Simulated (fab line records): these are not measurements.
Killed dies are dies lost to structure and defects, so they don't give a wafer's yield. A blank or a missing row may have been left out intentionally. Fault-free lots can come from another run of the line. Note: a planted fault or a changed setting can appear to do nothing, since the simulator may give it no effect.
Chamber matching / flow gf180mcu / rieDiel-02 running GF_V1_ETCH_16: 4 sister chambers
The step etches BARC in N2/H2. 8 wafers are shown with their chamber, then 7 later ones without.

## WAFERS PAIRED WITH THEIR CHAMBERS
wafer=L262.6; chamber=3; drypumpMotorCurrentA (A)=5.5; throttleValvePct (%)=13.230
wafer=L263.3; chamber=1; drypumpMotorCurrentA (A)=6.0; throttleValvePct (%)=13.229
wafer=L263.4; chamber=3; drypumpMotorCurrentA (A)=5.5; throttleValvePct (%)=13.221
wafer=L265.5; chamber=1; drypumpMotorCurrentA (A)=6.1; throttleValvePct (%)=13.213
wafer=L269.4; chamber=2; drypumpMotorCurrentA (A)=6.1; throttleValvePct (%)=13.235
wafer=L269.6; chamber=0; drypumpMotorCurrentA (A)=6.4; throttleValvePct (%)=13.227
wafer=L272.1; chamber=2; drypumpMotorCurrentA (A)=6.1; throttleValvePct (%)=13.222
wafer=L272.3; chamber=0; drypumpMotorCurrentA (A)=6.4; throttleValvePct (%)=13.222

## WAFERS WITHOUT THEIR CHAMBER
wafer=L272.4; drypumpMotorCurrentA (A)=5.5; throttleValvePct (%)=13.218
wafer=L273.3; drypumpMotorCurrentA (A)=6.4; throttleValvePct (%)=13.215
wafer=L273.4; drypumpMotorCurrentA (A)=5.4; throttleValvePct (%)=13.221
wafer=L273.6; drypumpMotorCurrentA (A)=6.1; throttleValvePct (%)=13.224
wafer=L277.1; drypumpMotorCurrentA (A)=6.0; throttleValvePct (%)=13.215
wafer=L277.3; drypumpMotorCurrentA (A)=6.1; throttleValvePct (%)=13.237
wafer=L277.6; drypumpMotorCurrentA (A)=6.0; throttleValvePct (%)=13.230

## THE CHAMBER EACH PASSED THROUGH
wafer=L272.4; from the rows above=3; in truth=3
wafer=L273.3; from the rows above=0; in truth=0
wafer=L273.4; from the rows above=3; in truth=3
wafer=L273.6; from the rows above=can't be placed: 2 or 1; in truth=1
wafer=L277.1; from the rows above=can't be placed: 1 or 2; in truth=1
wafer=L277.3; from the rows above=can't be placed: 2 or 1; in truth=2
wafer=L277.6; from the rows above=can't be placed: 1 or 2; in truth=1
3 of 7 placed correctly. Unplaceable from these rows: 4, with the true chamber sitting among the candidates in 4. 0 placed wrongly.
How it was worked out, from the rows above alone: a wafer's distance from a chamber is the root of the sum, over the readings, of the square of ((its reading less the chamber's mean) divided by the reading's scatter). If the next closest chamber is less than 2 further off than the closest, the wafer can't be placed; otherwise it belongs to the closest. A chamber's mean is the mean of its shown wafers. The scatter is the square root of a quotient: the sum, over the shown wafers, of each reading's squared deviation from its chamber's mean, divided by wafers minus chambers.
